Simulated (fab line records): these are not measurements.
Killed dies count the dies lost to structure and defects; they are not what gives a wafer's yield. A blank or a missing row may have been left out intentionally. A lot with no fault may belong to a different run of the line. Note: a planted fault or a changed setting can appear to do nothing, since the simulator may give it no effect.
fab line records -- flow sky130
[record] lots = 6, wafers = 18, last_day = 51
route steps=708 shown METAL4@637 VIA4@639
lots that met no fault: from a run of the same line without faults
start_h: hours from the record's opening day to when the first of the lot's shown wafers began -- wait_h: hours elapsed since this lot's preceding step -- " the same as in the row above -- L1.1+2: a row that stands for several wafers -- - no value, or no start given -- * or withheld: withheld -- < > ~ a bound
route shown NAME@n: names a module that has steps shown in the file, with the first one's number in the route -- usual: the fault-free wafers' mean and standard deviation -- same: alike in all rows -- chamber/n: place in a boat -- sites: each site's reading -- _std_site: standard deviation across them -- _edge_site: outer sites' mean less inner sites' -- radius_mm: for every site, how far away it sits from the centre of the wafer -- mask NAME#n: copy n -- behind: the last tool/chamber to shape the wafer -- hold: the reason the lot was held/the length of the hold in hours/how it ended -- device: whichever transistor did not switch (one of n, p or np) -- end of line: the same wafers' tests at the end of the route -- a step without rows: its recipe alone -- killed: dies lost to structure and defects at the first sort, not the wafer's yield -- map: shows each die of a wafer: x if killed, . if not, _ if none is there
set.NAME: the setting that was run; set.NAME@STEP: the one run at that earlier step -- model.NAME: the simulator's own value behind a step, which no gauge read
lots seen at some steps along the route; tables by step, rows by wafer
services: when a tool's chamber went out of use (start_h, in hours from the record's first day, below 0 if earlier), for how many hours, and the reason
[[steps]]
[step SKY_METAL4_CLEAN_21]
[recipe] chemistry = IPA, time_s = 180, temp_c = 25
[step SKY_METAL4_CLEAN_22]
[recipe] chemistry = O3/DIW, dry = n2_spin
[step SKY_VIA4_HDPCVD_00]
[recipe] material = SiO2, target_thk_nm = 1750, sigma_open_frac = 0.3, time_s = 291.7, temp_c = 400, sih4_flow_sccm = 60, pressure_mtorr = 6
[step SKY_VIA4_THK_MEAS_01]
[recipe] reads = SiO2_of_VIA4_HDPCVD_00
[usual] VIA4_HDPCVD_THK = 1754/14
lot.wafer,tool,chamber,start_h,wait_h,VIA4_HDPCVD_THK[nm]
L795.2,film_metro-01,-,1002.08,0.1,1753
L795.3,film_metro-01,-,1002.08,0.1,1768
L795.6,film_metro-01,-,1002.08,0.1,1745
L799.2,film_metro-01,-,1038.64,0.1,1743
L799.4,film_metro-01,-,1038.64,0.1,1738
L799.5,film_metro-01,-,1038.64,0.1,1741
L810.1,film_metro-03,-,1092.44,0.1,1772
L810.2,film_metro-03,-,1092.44,0.1,1754
L810.5,film_metro-03,-,1092.44,0.1,1758
L811.4,film_metro-01,-,1111.01,0.0,1736
L811.5,film_metro-01,-,1111.01,0.0,1751
L811.6,film_metro-01,-,1111.01,0.0,1758
L813.2,film_metro-03,-,1126.37,0.1,1760
L813.4,film_metro-03,-,1126.37,0.1,1756
L813.5,film_metro-03,-,1126.37,0.1,1757
L815.3,film_metro-03,-,1146.84,0.1,1749
L815.5,film_metro-03,-,1146.84,0.1,1731
L815.6,film_metro-03,-,1146.84,0.1,1753
[step SKY_VIA4_CMP_02]
[recipe] material = SiO2, down_force_psi = 4, platen_rpm = 60, pad_velocity_m_s = 0.94248
[usual] motor_current_A = 11.7/1.2
lot.wafer,tool,chamber,start_h,wait_h,motor_current_A
L795.2,cmp-02,2,1002.23,0.1,11.5
L795.3,cmp-02,3,1002.23,0.1,11.7
L795.6,cmp-02,1,1002.23,0.1,13.0
L799.2,cmp-02,0,1038.74,0.1,10.3
L799.4,cmp-02,1,1038.74,0.1,12.9
L799.5,cmp-02,0,1038.74,0.1,11.2
L810.2,cmp-01,1,1092.55,0.1,11.8
L810.1,cmp-01,2,1092.55,0.1,11.2
L810.5,cmp-01,1,1092.55,0.1,10.8
L811.4,cmp-01,0,1111.14,0.1,13.6
L811.6,cmp-01,2,1111.14,0.1,11.0
L811.5,cmp-01,3,1111.14,0.1,10.7
L813.4,cmp-02,3,1126.42,0.0,12.3
L813.2,cmp-02,1,1126.42,0.0,12.5
L813.5,cmp-02,3,1126.42,0.0,11.4
L815.3,cmp-01,0,1147.03,0.2,14.8
L815.6,cmp-01,1,1147.03,0.2,11.5
L815.5,cmp-01,2,1147.03,0.2,10.8
[step SKY_VIA4_BOW_MEAS_03]
[recipe] mode = bow
[usual] VIA4_BOW = 82/7.5
lot.wafer,tool,chamber,start_h,wait_h,VIA4_BOW[um]
L795.2,film_metro-02,-,1002.45,0.2,76
L795.3,film_metro-02,-,1002.45,0.2,96
L795.6,film_metro-02,-,1002.45,0.2,80
L799.2,film_metro-02,-,1039.03,0.2,86
L799.4,film_metro-02,-,1039.03,0.2,83
L799.5,film_metro-02,-,1039.03,0.2,90
L810.1,film_metro-01,-,1092.80,0.1,81
L810.2,film_metro-01,-,1092.80,0.1,97
L810.5,film_metro-01,-,1092.80,0.1,95
L811.4,film_metro-02,-,1111.40,0.2,78
L811.5,film_metro-02,-,1111.40,0.2,71
L811.6,film_metro-02,-,1111.40,0.2,81
L813.2,film_metro-02,-,1126.74,0.2,92
L813.4,film_metro-02,-,1126.74,0.2,76
L813.5,film_metro-02,-,1126.74,0.2,73
L815.3,film_metro-01,-,1147.22,0.1,86
L815.5,film_metro-01,-,1147.22,0.1,88
L815.6,film_metro-01,-,1147.22,0.1,73
[step SKY_VIA4_DEHYDRATE_04]
[recipe] temp_c = 200, time_s = 60
[step SKY_VIA4_HMDS_05]
[recipe] prime_time_s = 60, prime_temp_c = 120
[step SKY_VIA4_COAT_06]
[recipe] resist = NOVOLAK, spin_rpm = 3000, resist_thk_nm = 1140
[step SKY_VIA4_SOFTBAKE_07]
[recipe] temp_c = 90, time_s = 58.38, resist = NOVOLAK
[step SKY_VIA4_EXPOSE_08]
[recipe] mask_id = VIM4, na = 0.6, source_shape = conventional, sigma_outer = 0.6, polarization = unpolarized, target_cd_nm = 800, dose_mj = 132
[step SKY_VIA4_PEB_09]
[recipe] temp_c = withheld, time_s = *, resist = NOVOLAK
[step SKY_VIA4_DEVELOP_10]
[recipe] resist = NOVOLAK, developer = TMAH, develop_time_s = 60, dev_temp_c = 23
[usual] chill_plate_temp_C = 23.00/0.11, develop_time_s = 60/0
lot.wafer,tool,chamber,start_h,wait_h,chill_plate_temp_C,develop_time_s
L795.2,litho_track-03,0,1024.19,0.1,22.92,60
L795.3,litho_track-03,0,1024.19,0.1,22.91,60
L795.6,litho_track-03,0,1024.19,0.1,22.87,60
L799.2,litho_track-04,0,1059.69,0.1,22.81,60
L799.4,litho_track-04,0,1059.69,0.1,22.92,60
L799.5,litho_track-04,0,1059.69,0.1,22.78,60
L810.1,litho_track-01,-,1112.51,0.1,-,-
L810.2,litho_track-01,-,1112.51,0.1,-,-
L810.5,litho_track-01,-,1112.51,0.1,-,-
L811.4,litho_track-04,-,1130.94,0.1,-,-
L811.5,litho_track-04,-,1130.94,0.1,-,-
L811.6,litho_track-04,-,1130.94,0.1,-,-
L813.2,litho_track-03,0,1145.09,0.1,23.02,60
L813.4,litho_track-03,0,1145.09,0.1,22.69,60
L813.5,litho_track-03,0,1145.09,0.1,22.92,60
L815.3,litho_track-04,0,1164.06,0.1,23.02,60
L815.5,litho_track-04,0,1164.06,0.1,23.25,60
L815.6,litho_track-04,0,1164.06,0.1,23.12,60
[step SKY_VIA4_OVL_MEAS_11]
[usual] VIA4_OVL = -0.6/1.7
lot.wafer,tool,chamber,start_h,wait_h,VIA4_OVL[nm]
L795.2,overlay-01,-,1024.32,0.1,-1.0
L795.3,overlay-01,-,1024.32,0.1,1.0
L795.6,overlay-01,-,1024.32,0.1,0.1
L799.2,overlay-02,-,1059.82,0.1,-0.4
L799.4,overlay-02,-,1059.82,0.1,-2.3
L799.5,overlay-02,-,1059.82,0.1,-2.7
L810.1,overlay-02,-,1112.66,0.1,-
L810.2,overlay-02,-,1112.66,0.1,-
L810.5,overlay-02,-,1112.66,0.1,-
L811.4,overlay-01,-,1131.03,0.1,-
L811.5,overlay-01,-,1131.03,0.1,-
L811.6,overlay-01,-,1131.03,0.1,-
L813.2,overlay-02,-,1145.22,0.1,0.9
L813.4,overlay-02,-,1145.22,0.1,-0.6
L813.5,overlay-02,-,1145.22,0.1,-0.5
L815.3,overlay-02,-,1164.17,0.1,-0.8
L815.5,overlay-02,-,1164.17,0.1,-0.2
L815.6,overlay-02,-,1164.17,0.1,-0.9
[[services]]
tool,chamber,start_h,hours,kind
cmp-01,-,1009.73,5.6,pm
cmp-02,-,1018.90,0.6,repair
cmp-02,-,1030.52,1.1,repair
cmp-02,-,1059.29,0.7,repair
cmp-02,-,1065.53,1.2,repair
cmp-01,-,1081.39,0.6,repair
cmp-01,-,1087.01,4.0,pm
cmp-01,-,1091.01,-,consumable_replace:conditioner
cmp-01,-,1091.01,-,consumable_replace:pad
cmp-02,-,1120.53,5.4,pm
cmp-01,-,1154.86,0.9,repair
[[key]]
[first_sign] step = SKY_VIA4_DEVELOP_10, reading = tool_record, direction = missing
effect none on later readings
met_at SKY_VIA4_DEVELOP_10
struck_wafers L810.1,L810.2,L810.5,L811.4,L811.5,L811.6
later_rows_left_out L810.1,L810.2,L810.5,L811.4,L811.5,L811.6
sort_left_out L810.1,L810.2,L810.5,L811.4,L811.5,L811.6
onset_between 1059.69 1112.51
[fault] kind = skipped_step_whole, tool = litho_track-01,litho_track-04, chamber = -, onset_h = 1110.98, steps = SKY_VIA4_DEVELOP_10, scope = struck_lots_only
// sort_left_out: the simulated sort isn't trusted on such a fault, so these wafers' sort isn't shown, and their yield isn't known
// later_rows_left_out: the simulator's readings of these wafers behind a module that went badly wrong aren't trusted and aren't shown, but for the sort
